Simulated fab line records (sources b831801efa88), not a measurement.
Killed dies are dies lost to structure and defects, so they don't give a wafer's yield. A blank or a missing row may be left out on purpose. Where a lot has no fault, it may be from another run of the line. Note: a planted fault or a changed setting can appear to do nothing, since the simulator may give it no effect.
Which tool did it?    flow gf180mcu    Sampling: 13 lots, 39 wafers, 5 of 602 route steps

WHAT EACH GAUGE READ, for each wafer
GF_HV_LDD_TW_MEAS_38. Usual: HV_LDD_3_TW typically reads 1433, with standard deviation 5.3.
lot   measured      on            HV_LDD_3_TW     flag
L589  day 12 06:42  filmMetro-03  1433 1430 1443  
L592  day 12 22:21  filmMetro-04  1439 1432 1438  
L594  day 13 18:41  filmMetro-01  1433 1432 1420  
L596  day 14 15:02  filmMetro-03  1435 1425 1433  
L598  day 15 00:23  filmMetro-03  1439 1438 1427  
L599  day 15 08:28  filmMetro-03  1431 1427 1435  
L600  day 15 09:59  filmMetro-04  1433 1440 1438  
L601  day 15 19:56  filmMetro-04  1440 1434 1430  
L607  day 17 14:17  filmMetro-03  1400 1401 1401  OFF
L608  day 17 22:14  filmMetro-03  1405 1394 1398  OFF
L609  day 18 05:05  filmMetro-03  1436 1435 1439  
L610  day 18 14:46  filmMetro-04  1441 1434 1439  
L611  day 19 02:40  filmMetro-04  1422 1426 1433  

GF_HV_LDD_RS_MEAS_53: measurement is done with a four-point probe. Usual: HV_LDD_RS typically reads 418.1 ohm/sq, with standard deviation 0.85.
lot   measured      on            HV_LDD_RS (ohm/sq)  flag
L589  day 13 02:36  filmMetro-04  418.6 418.8 417.8   
L592  day 13 18:16  filmMetro-01  417.9 417.3 418.1   
L594  day 14 15:46  filmMetro-04  418.2 417.5 418.3   
L596  day 15 12:17  filmMetro-03  418.0 417.9 418.2   
L598  day 15 22:06  filmMetro-03  418.3 419.5 419.0   
L599  day 16 06:34  filmMetro-04  419.2 418.9 419.3   
L600  day 16 07:54  filmMetro-04  419.1 417.9 417.7   
L601  day 16 18:39  filmMetro-03  417.4 417.9 418.7   
L607  day 18 12:59  filmMetro-01  424.2 424.8 425.5   OFF
L608  day 18 22:15  filmMetro-04  423.5 423.4 423.6   OFF
L609  day 19 05:23  filmMetro-03  416.8 417.9 417.3   
L610  day 19 15:06  filmMetro-01  418.8 418.6 418.6   
L611  day 20 03:22  filmMetro-03  417.2 418.8 418.3   

GF_M1_CD_MEAS_14: the cd target is 230 nm. Usual: cdNm at 229.7 nm, with a standard deviation of 0.99.
lot   measured      on        cdNm (nm)          flag
L589  day 17 21:51  cdSem-01  230.8 228.0 228.7  
L592  day 18 17:13  cdSem-02  230.2 231.6 230.6  
L594  day 19 17:08  cdSem-02  229.7 230.2 229.6  
L596  day 20 16:56  cdSem-01  229.7 229.8 230.7  
L598  day 21 02:10  cdSem-02  230.9 230.3 229.3  
L599  day 21 09:31  cdSem-01  230.1 231.3 231.0  
L600  day 21 11:25  cdSem-02  228.8 228.3 228.7  
L601  day 21 21:49  cdSem-01  228.0 229.3 229.2  
L607  day 23 16:40  cdSem-01  230.3 228.8 230.4  
L608  day 24 01:16  cdSem-01  229.6 229.9 228.9  
L609  day 24 08:25  cdSem-01  229.1 227.7 228.7  
L610  day 24 16:22  cdSem-01  228.7 230.5 229.7  
L611  day 25 04:16  cdSem-01  230.7 229.9 231.1  

GF_V1_CD_MEAS_14: the cd target is 260 nm. Usual: cdNm at 259.7 nm, with a standard deviation of 1.3.
lot   measured      on        cdNm (nm)          flag
L589  day 18 22:26  cdSem-01  261.0 261.5 261.9  
L592  day 19 18:28  cdSem-01  260.2 259.5 261.4  
L594  day 20 18:56  cdSem-01  258.3 258.9 258.9  
L596  day 21 17:47  cdSem-02  260.1 260.7 261.8  
L598  day 22 03:07  cdSem-01  257.3 258.6 257.8  
L599  day 22 10:13  cdSem-02  256.6 259.7 257.6  
L600  day 22 11:55  cdSem-01  257.8 257.8 258.0  
L601  day 22 22:22  cdSem-01  258.3 258.0 256.9  
L607  day 24 16:07  cdSem-01  260.9 259.6 259.5  
L608  day 25 00:31  cdSem-01  261.2 261.0 260.7  
L609  day 25 07:28  cdSem-01  260.7 259.8 260.0  
L610  day 25 15:13  cdSem-02  259.2 259.4 259.8  
L611  day 26 03:16  cdSem-01  261.9 260.4 260.5  

WHICH TOOL RAN EACH LOT (tool, then ch and the chambers of the sampled wafers, then the start)
lot   GF_HV_LDD_IMPLANT_33
L589  implanter-02 ch 0, day 12 06:02
L592  implanter-04 ch 0, day 12 21:39
L594  implanter-02 ch 0, day 13 18:00
L596  implanter-02 ch 0, day 14 14:21
L598  implanter-02 ch 0, day 14 23:41
L599  implanter-02 ch 0, day 15 07:46
L600  implanter-02 ch 0, day 15 09:17
L601  implanter-02 ch 0, day 15 19:14
L607  implanter-02 ch 0, day 17 13:37
L608  implanter-02 ch 0, day 17 21:32
L609  implanter-04 ch 0, day 18 04:25
L610  implanter-04 ch 0, day 18 14:04
L611  implanter-04 ch 0, day 19 01:58
- GF_HV_LDD_IMPLANT_33

AS READ BY THE TOOLS THEMSELVES (means over the sampled wafers that have a number; for cases with no such wafer, the mark the record gives instead)
GF_HV_LDD_IMPLANT_33. Usual: doseIonsCm2 7.501e+12, standard deviation 8.6e+09; faradayCurrentUA 42.3, standard deviation 0.85.
lot   tool          doseIonsCm2  faradayCurrentUA  flag
L589  implanter-02  7.499e+12    41.6              
L592  implanter-04  7.497e+12    42.9              
L594  implanter-02  7.506e+12    42.4              
L596  implanter-02  7.495e+12    41.8              
L598  implanter-02  7.498e+12    42.5              
L599  implanter-02  7.508e+12    42.7              
L600  implanter-02  7.510e+12    42.1              
L601  implanter-02  7.505e+12    42.4              
L607  implanter-02  5.542e+12    31.5              OFF
L608  implanter-02  5.524e+12    31.0              OFF
L609  implanter-04  7.501e+12    42.0              
L610  implanter-04  7.502e+12    43.3              
L611  implanter-04  7.500e+12    41.8              

THE ANSWER, worked out from the rows above alone
Rule: lot off if the mean of its wafers having a number is beyond 3 standard deviations from the usual mean. Also off: a lot with no number at a reading for which 4 or more lots have one. All remaining lots with rows at the step are treated as sound. Order of review: gauges by route order, followed by the tools' own readings, for which a lot's mean as printed above is used. The first step at which some lot is off is used, and at that step the reading that is off furthest; a lot without a number counts as furthest.
Off: at GF_HV_LDD_TW_MEAS_38 (HV_LDD_3_TW), L607, L608.
If a tool, at a process step before that reading, ran all the lots that are off and no sound lot after the first of them, it fits. Not tried: the gauges at GF_HV_LDD_TW_MEAS_38; whatever is off there is also off at GF_HV_LDD_RS_MEAS_53, on other tools, and gauge error can't account for it. One candidate fits, namely implanter-02 at GF_HV_LDD_IMPLANT_33. A fault onset in the window from L601 (day 15 19:14, its last sound lot) to L607 (day 17 13:37, its first lot off) fits.
The tool's own readings at GF_HV_LDD_IMPLANT_33 bear it out: on the lots that are off they differ by more than 5 times the standard deviation of the sound lots' means. doseIonsCm2 reads 5.533e+12 there against 7.502e+12 on the sound lots; faradayCurrentUA reads 31.2 there against 42.3 on the sound lots.

WHAT HAD BEEN PUT IN BY THE SIMULATOR
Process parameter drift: implanter-02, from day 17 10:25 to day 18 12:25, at GF_HV_LDD_IMPLANT_33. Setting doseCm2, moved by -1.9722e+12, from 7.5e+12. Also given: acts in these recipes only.
Lots struck among those shown: L607, L608. This agrees with what the rule above found.
